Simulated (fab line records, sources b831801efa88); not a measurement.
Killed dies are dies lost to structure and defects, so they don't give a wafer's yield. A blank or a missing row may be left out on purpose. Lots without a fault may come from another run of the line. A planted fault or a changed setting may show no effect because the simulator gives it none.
Which tool did it? | flow sky130 | 7 lots, 21 wafers sampled, at 2 steps of a route of 708

WHAT THE GAUGES READ, wafer by wafer
SKY_SD_N_RS_MEAS_18: measures by four-point-probe.
lot  | measured     | on            | RES_XHIGH_RS (ohm/sq)
L121 | day 29 06:59 | film_metro-02 | 331.5 330.5 330.8
L123 | day 29 21:14 | film_metro-01 | 331.8 332.0 332.0
L125 | day 30 22:07 | film_metro-02 | 333.4 333.7 332.8
L128 | day 31 12:13 | film_metro-02 | 356.3 355.5 357.0
L136 | day 33 22:19 | film_metro-02 | 335.5 335.3 336.3
L138 | day 34 15:55 | film_metro-03 | 333.7 332.8 333.8
L140 | day 35 17:26 | film_metro-02 | 333.7 334.2 332.2

WHICH TOOL RAN EACH LOT (tool, then ch and the chambers of the sampled wafers, then the start)
lot  | SKY_RES_XHIGH_IMPLANT_07
L121 | implanter-03 ch 0, day 28 01:55
L123 | implanter-01 ch 0, day 28 15:59
L125 | implanter-01 ch 0, day 29 17:14
L128 | implanter-01 ch 0, day 30 05:45
L136 | implanter-02 ch 0, day 32 18:39
L138 | implanter-01 ch 0, day 33 12:23
L140 | implanter-03 ch 0, day 34 14:09
- SKY_RES_XHIGH_IMPLANT_07

THE ANSWER, worked out from the rows above alone
Rule: what is usual is taken from the lots themselves. Put in order of their means at a reading, lots are off if they are a third of the lots or fewer, leave a main group of 4 or more, and stand apart from it by a gap of 3 or more times the standard deviation of the main group's means; of several such gaps the widest counts. A main group whose means are all the same, to the digits that the tables above print for the reading, isn't used. A lot without any number at a reading at which 4 lots or more have one is off too. The other lots that the step has rows for count as sound.
Off: L128, at SKY_SD_N_RS_MEAS_18 (RES_XHIGH_RS). The main group: mean 333.1 ohm/sq, standard deviation 1.5.
A tool fits if, at a process step before that reading, it ran every lot that is off, and no sound lot after the first of them. The gauges at SKY_SD_N_RS_MEAS_18 are tried like those tools. None of those tried fits.

WHAT THE SIMULATOR HAD PUT IN
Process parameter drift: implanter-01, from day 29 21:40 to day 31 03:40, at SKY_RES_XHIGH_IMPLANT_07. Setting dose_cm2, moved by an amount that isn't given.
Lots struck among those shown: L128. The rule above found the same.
